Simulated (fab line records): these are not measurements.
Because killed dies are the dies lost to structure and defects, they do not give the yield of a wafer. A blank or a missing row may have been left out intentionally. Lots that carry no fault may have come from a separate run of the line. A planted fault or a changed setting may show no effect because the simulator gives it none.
Split-lot trial / flow sfq_line / route with 325 steps; 5 lots, 27 wafers read

== THE SPLIT ITSELF ==
At SFQ_TRILAYER_JJ_TRILAYER_DEP_SPUTTER_109 (material Nb, target thk 150 nm, time 100 s), the setting time_s was moved away from the recipe's 100 s on 9 of the 27 wafers read, by -40.0% to +58.6%. For the rest of the wafers, this setting stayed at what the recipe calls for.

== BETWEEN THE SPLIT AND THE READING: the file shows 1 step in between ==
- SFQ_TRILAYER_M5_BARC_OPEN_METAL_ETCH_161: etches BARC in O2, target depth 125 nm, time 41.7 s (also split here: time_s)

== THE READING ==
oes_product_au, in a.u., at SFQ_TRILAYER_M5_ETCH_METAL_ETCH_126 (etches Nb in Cl2/BCl3, stops on SiO2, time 203.2 s, target depth 265 nm). On this fab line, fault-free wafers typically give 0.728 a.u. with a standard deviation of 0.0049 a.u.

wafer=L075.1; tool, chamber at the split=pvd_sputter-05, -; time_s as run, s=158.4; against the recipe=+58.4%; oes_product_au, a.u.=0.937; against lot-mates on the recipe=+0.215
wafer=L075.2; tool, chamber at the split=pvd_sputter-05, -; time_s as run, s=158.4; against the recipe=+58.4%; oes_product_au, a.u.=0.932; against lot-mates on the recipe=+0.210
wafer=L075.3; tool, chamber at the split=pvd_sputter-05, -; time_s as run, s=100; against the recipe=recipe; oes_product_au, a.u.=0.722; against lot-mates on the recipe=-
wafer=L075.4; tool, chamber at the split=pvd_sputter-05, -; time_s as run, s=158.4; against the recipe=+58.4%; oes_product_au, a.u.=0.924; against lot-mates on the recipe=+0.202
wafer=L075.5; tool, chamber at the split=pvd_sputter-05, -; time_s as run, s=100; against the recipe=recipe; oes_product_au, a.u.=0.725; against lot-mates on the recipe=-
wafer=L075.6; tool, chamber at the split=pvd_sputter-05, -; time_s as run, s=100; against the recipe=recipe; oes_product_au, a.u.=0.719; against lot-mates on the recipe=-
wafer=L078.1; tool, chamber at the split=pvd_sputter-04, -; time_s as run, s=100; against the recipe=recipe; oes_product_au, a.u.=0.727; against lot-mates on the recipe=-
wafer=L078.2; tool, chamber at the split=pvd_sputter-04, -; time_s as run, s=100; against the recipe=recipe; oes_product_au, a.u.=0.735; against lot-mates on the recipe=-
wafer=L078.3; tool, chamber at the split=pvd_sputter-04, -; time_s as run, s=100; against the recipe=recipe; oes_product_au, a.u.=0.727; against lot-mates on the recipe=-
wafer=L078.4; tool, chamber at the split=pvd_sputter-04, -; time_s as run, s=100; against the recipe=recipe; oes_product_au, a.u.=0.724; against lot-mates on the recipe=-
wafer=L078.5; tool, chamber at the split=pvd_sputter-04, -; time_s as run, s=100; against the recipe=recipe; oes_product_au, a.u.=0.724; against lot-mates on the recipe=-
wafer=L078.6; tool, chamber at the split=pvd_sputter-04, -; time_s as run, s=100; against the recipe=recipe; oes_product_au, a.u.=0.724; against lot-mates on the recipe=-
wafer=L081.1; tool, chamber at the split=pvd_sputter-04, -; time_s as run, s=100; against the recipe=recipe; oes_product_au, a.u.=0.733; against lot-mates on the recipe=-
wafer=L081.2; tool, chamber at the split=pvd_sputter-04, -; time_s as run, s=158.6; against the recipe=+58.6%; oes_product_au, a.u.=0.932; against lot-mates on the recipe=+0.207
wafer=L081.3; tool, chamber at the split=pvd_sputter-04, -; time_s as run, s=100; against the recipe=recipe; oes_product_au, a.u.=0.720; against lot-mates on the recipe=-
wafer=L081.4; tool, chamber at the split=pvd_sputter-04, -; time_s as run, s=158.6; against the recipe=+58.6%; oes_product_au, a.u.=0.923; against lot-mates on the recipe=+0.198
wafer=L081.5; tool, chamber at the split=pvd_sputter-04, -; time_s as run, s=100; against the recipe=recipe; oes_product_au, a.u.=0.721; against lot-mates on the recipe=-
wafer=L081.6; tool, chamber at the split=pvd_sputter-04, -; time_s as run, s=158.6; against the recipe=+58.6%; oes_product_au, a.u.=0.933; against lot-mates on the recipe=+0.208
wafer=L082.3; tool, chamber at the split=pvd_sputter-05, -; time_s as run, s=100; against the recipe=recipe; oes_product_au, a.u.=0.718; against lot-mates on the recipe=-
wafer=L082.4; tool, chamber at the split=pvd_sputter-05, -; time_s as run, s=100; against the recipe=recipe; oes_product_au, a.u.=0.733; against lot-mates on the recipe=-
wafer=L082.5; tool, chamber at the split=pvd_sputter-05, -; time_s as run, s=100; against the recipe=recipe; oes_product_au, a.u.=0.731; against lot-mates on the recipe=-
wafer=L085.1; tool, chamber at the split=pvd_sputter-06, -; time_s as run, s=100; against the recipe=recipe; oes_product_au, a.u.=0.723; against lot-mates on the recipe=-
wafer=L085.2; tool, chamber at the split=pvd_sputter-06, -; time_s as run, s=59.97; against the recipe=-40.0%; oes_product_au, a.u.=0.592; against lot-mates on the recipe=-0.134
wafer=L085.3; tool, chamber at the split=pvd_sputter-06, -; time_s as run, s=59.97; against the recipe=-40.0%; oes_product_au, a.u.=0.580; against lot-mates on the recipe=-0.146
wafer=L085.4; tool, chamber at the split=pvd_sputter-06, -; time_s as run, s=100; against the recipe=recipe; oes_product_au, a.u.=0.728; against lot-mates on the recipe=-
wafer=L085.5; tool, chamber at the split=pvd_sputter-06, -; time_s as run, s=100; against the recipe=recipe; oes_product_au, a.u.=0.726; against lot-mates on the recipe=-
wafer=L085.6; tool, chamber at the split=pvd_sputter-06, -; time_s as run, s=59.97; against the recipe=-40.0%; oes_product_au, a.u.=0.586; against lot-mates on the recipe=-0.140

THE FIT
A straight line over all 27 wafers: oes_product_au changes by +0.00349 a.u. for each +1% of time_s; r = +1.00; the points scatter about the line by 0.0051 a.u.
The same after taking each lot's own level away (the mean of its wafers on the recipe; 27 wafers): +0.00352 a.u. for each +1%; r = +1.00; scatter 0.005 a.u.
According to that fit, moving time_s by its largest amount changes the reading by 0.21 a.u.
Across the lots, their own levels run from 0.7220 to 0.7273 a.u., a range of 1.1 times the standard deviation given above.
Hence the lot-to-lot level has little effect on the slope; both slopes agree.
Check: with one of the wafers moved furthest among these (+58.6%) left out of the fit, the line predicts +0.207 a.u. for it against its lot-mates. Against them it came out at +0.207 a.u.

== OTHER SPLITS APPLIED TO THESE WAFERS ==
Note: prior to the reading, these wafers also went through further splits. Each is held against what the fit with the lots' levels taken away leaves over:
other split on the same wafers=SFQ_TRILAYER_INCOMING_OXIDATION_002 ox_time_s; wafers away from the commonest value=12; r with oes_product_au (lot level and that fit taken away)=+0.01
other split on the same wafers=SFQ_TRILAYER_L0_VIA_BARC_OPEN_VIA_ETCH_021 time_s; wafers away from the commonest value=9; r with oes_product_au (lot level and that fit taken away)=+0.08
other split on the same wafers=SFQ_TRILAYER_M0_BARC_OPEN_METAL_ETCH_031 time_s; wafers away from the commonest value=9; r with oes_product_au (lot level and that fit taken away)=-0.12
other split on the same wafers=SFQ_TRILAYER_I1_DEP_PECVD_045 time_s; wafers away from the commonest value=12; r with oes_product_au (lot level and that fit taken away)=-0.07
other split on the same wafers=SFQ_TRILAYER_M2_BARC_OPEN_METAL_ETCH_077 time_s; wafers away from the commonest value=12; r with oes_product_au (lot level and that fit taken away)=-0.29
other split on the same wafers=SFQ_TRILAYER_M3_ETCH_METAL_ETCH_078 time_s; wafers away from the commonest value=12; r with oes_product_au (lot level and that fit taken away)=+0.09
other split on the same wafers=SFQ_TRILAYER_I3_VIA_BARC_OPEN_VIA_ETCH_121 time_s; wafers away from the commonest value=9; r with oes_product_au (lot level and that fit taken away)=+0.12
other split on the same wafers=SFQ_TRILAYER_M5_BARC_OPEN_METAL_ETCH_161 time_s; wafers away from the commonest value=12; r with oes_product_au (lot level and that fit taken away)=-0.18

== THE WHOLE CHAIN: every reading that the file lists as answering this split, in the file's order ==
step=SFQ_TRILAYER_JJ_TRILAYER_DEP_SPUTTER_109; what it does=material Nb, target thk 150 nm, time 100 s; reading=Nb_of_TRILAYER_JJ_TRILAYER_DEP_SPUTTER_109.thk_nm (the simulator's own value, which no gauge read); change (the file's fit)=+1.5 nm for each +1% of the setting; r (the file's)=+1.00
step=SFQ_TRILAYER_M5_ETCH_METAL_ETCH_126; what it does=etches Nb in Cl2/BCl3, stops on SiO2, time 203.2 s, target depth 265 nm; reading=oes_product_au; change (the file's fit)=+0.00353 a.u. for each +1% of the setting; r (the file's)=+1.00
step=SFQ_TRILAYER_M5_ETCH_METAL_ETCH_126; what it does=etches Nb in Cl2/BCl3, stops on SiO2, time 203.2 s, target depth 265 nm; reading=M5.feature_depth_nm (the simulator's own value, which no gauge read); change (the file's fit)=+1.5 nm for each +1% of the setting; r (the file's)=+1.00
step=SFQ_TRILAYER_M5_ETCH_METAL_ETCH_126; what it does=etches Nb in Cl2/BCl3, stops on SiO2, time 203.2 s, target depth 265 nm; reading=etch.depth_nm (the simulator's own value, which no gauge read); change (the file's fit)=+1.51 nm for each +1% of the setting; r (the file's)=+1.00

== FILE'S OWN FIT ==
oes_product_au changes by +0.00353 a.u. for each +1% of time_s, r = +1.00.
